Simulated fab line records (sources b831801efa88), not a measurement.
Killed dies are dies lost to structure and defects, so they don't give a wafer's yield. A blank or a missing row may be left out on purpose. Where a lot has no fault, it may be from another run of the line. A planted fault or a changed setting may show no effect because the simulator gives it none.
The tool behind it: which one? | flow sky130 | Sampling: 6 lots, 18 wafers, 4 of 708 route steps

## WHAT EACH GAUGE READ, for each wafer
SKY_PASSIVATION_THK_MEAS_01.
lot  | measured     | on            | PASSIVATION_CVD_00_THK (nm)
L102 | day 44 10:55 | film-metro-03 | 91.0 93.1 90.7
L106 | day 45 15:47 | film-metro-02 | 90.7 91.9 91.5
L109 | day 46 03:51 | film-metro-03 | 91.6 92.7 92.6
L111 | day 46 19:11 | film-metro-03 | 90.0 90.8 91.5
L120 | day 49 02:07 | film-metro-02 | 88.8 88.9 90.4
L124 | day 49 17:10 | film-metro-02 | 88.3 90.8 89.7

## TOOL THAT RAN EACH LOT (tool first, then ch and the chambers of the sampled wafers, then the start)
lot  | SKY_VIA3_CVD_21               | SKY_METAL5_SPUTTER_00        | SKY_METAL5_STRIP_16
L102 | cvd-w-02 ch 0,1, day 40 05:23 | pvd-sputter-02, day 43 12:10 | plasma-asher-03 ch 0, day 44 10:18
L106 | cvd-w-02 ch 0,1, day 41 15:19 | pvd-sputter-03, day 44 16:47 | plasma-asher-04 ch 0,1, day 45 15:07
L109 | cvd-w-01 ch 0,1, day 42 03:47 | pvd-sputter-04, day 45 05:14 | plasma-asher-03 ch 0,1, day 46 03:11
L111 | cvd-w-02 ch 0,1, day 43 00:38 | pvd-sputter-02, day 45 21:48 | plasma-asher-03 ch 1, day 46 18:34
L120 | cvd-w-01 ch 0,1, day 45 13:11 | pvd-sputter-02, day 48 06:31 | plasma-asher-02 ch 0,1, day 49 01:27
L124 | cvd-w-01 ch 0,1, day 46 06:47 | pvd-sputter-03, day 48 22:55 | plasma-asher-03 ch 0,1, day 49 16:33
- SKY_VIA3_CVD_21: deposits W, target thk 390 nm, time 117.31 s.
- SKY_METAL5_SPUTTER_00: material Ti, target thk 15 nm, time 10 s.
- SKY_METAL5_STRIP_16: strips in O2/N2.

## THE ANSWER, worked out from the rows above alone
Rule: the usual values come from the lots themselves. Put in order of their means at a reading, lots are off if they are a third of the lots or fewer, leave a main group of 4 or more, and stand apart from it by a gap of 3 or more times the standard deviation of the main group's means; of several such gaps the widest counts. The tables above print the reading to a certain number of digits; a main group whose means all agree to those digits is not used. A lot without any number at a reading at which 4 lots or more have one is off too. The other lots that the step has rows for count as sound.
None of the lots is off at any reading shown; this tells nothing.

## WHAT THE SIMULATOR PUT IN
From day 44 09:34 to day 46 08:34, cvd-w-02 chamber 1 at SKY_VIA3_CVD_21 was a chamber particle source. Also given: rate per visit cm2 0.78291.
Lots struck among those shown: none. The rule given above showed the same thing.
